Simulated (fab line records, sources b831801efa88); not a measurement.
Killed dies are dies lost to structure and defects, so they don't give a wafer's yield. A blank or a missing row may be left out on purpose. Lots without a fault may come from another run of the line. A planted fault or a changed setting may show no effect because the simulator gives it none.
Problem report in the 8D (eight disciplines) form, filled by code | flow sfq_line | the parts of the form that need people (team, actions taken, sign-off) are left out

1. THE PROBLEM
spin_speed_rpm at SFQ_TRILAYER_M0_LITHO_COAT_026 reads a mean of 3185.2 rpm on 6 wafers of 2 lots; wafers without a fault read 3000.0 rpm with a standard deviation of 1.8. That is +99 or more standard deviations from the usual mean.
The step: resist thk 62 nm.
First seen on wafer L457.2, day 9 12:09, on litho_track-02. The record holds 18 wafers of 6 lots with a number at this step. Rule for "out", or "out of limits": more than 4 standard deviations from the usual mean. The other wafers with a number count as sound.

2. WHAT IT IS AND WHAT IT IS NOT
question                    | is                     | is not
which readings at this step | spin_speed_rpm         | dispense_pressure_kPa, exhaust_pa
which lots                  | L457, L460             | L452, L453, L464, L472
which wafers of those lots  | all that have a number | -
read on which tools         | litho_track-02         | litho_track-01, litho_track-03
when                        | from day 9 12:09       | up to then (6 sound wafers); but 6 sound wafers of L464, L472 came after

3. SUSPECTS, AND WHAT RULES EACH OUT
Counting: a tool at a process step up to the reading stays a suspect if it ran every lot that is out and no sound lot after the first of them.
- pvd_sputter-05 at SFQ_TRILAYER_M0_DEP_SPUTTER_019 (material Nb, target thk 200 nm, time 133.3 s): ruled out as a lasting fault. Sound lots L472 ran on it after its first lot that is out, L457 (day 9 11:50).
- litho_track-02 at SFQ_TRILAYER_M0_LITHO_COAT_026 (resist thk 62 nm): kept. It ran every lot that is out, first L457 (day 9 12:09), and no sound lot after that; its last sound lot up to then is L453 (day 8 01:20). Its own readings are out on those wafers: spin_speed_rpm.
Left after counting: litho_track-02 at SFQ_TRILAYER_M0_LITHO_COAT_026.

4. THE CAUSE (what the simulator had put in)
Process parameter drift: litho_track-02, from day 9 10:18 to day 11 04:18, at SFQ_TRILAYER_M0_LITHO_COAT_026. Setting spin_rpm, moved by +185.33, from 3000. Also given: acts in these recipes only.
Counting left only this tool.

5. THE CHAIN OF EFFECTS, in route order
Each row: a reading whose mean over the struck wafers that have a number lies more than 3 standard deviations from the usual. Only readings for which the record gives a usual standard deviation are gone through. hours: the time from each lot's start at the first step in this table that gives one to its start at this step, as a median over the lots. sigmas: the change in usual standard deviations.
hours | step                           | reading        | usual      | on struck wafers | change | sigmas
0     | SFQ_TRILAYER_M0_LITHO_COAT_026 | spin_speed_rpm | 3000.0 rpm | 3185.2           | +185.2 | +99 or more
The process steps in it:
- SFQ_TRILAYER_M0_LITHO_COAT_026: resist thk 62 nm.
Later measuring or inspecting steps at which every struck wafer that the step has a row for has a number for every such reading, and none has moved that far: SFQ_M0_OVL_MEAS_906.

6. WHAT WOULD HAVE CAUGHT IT SOONER
In this record the first reading out of limits was taken at day 9 12:09, 2 hours after the fault began at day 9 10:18.
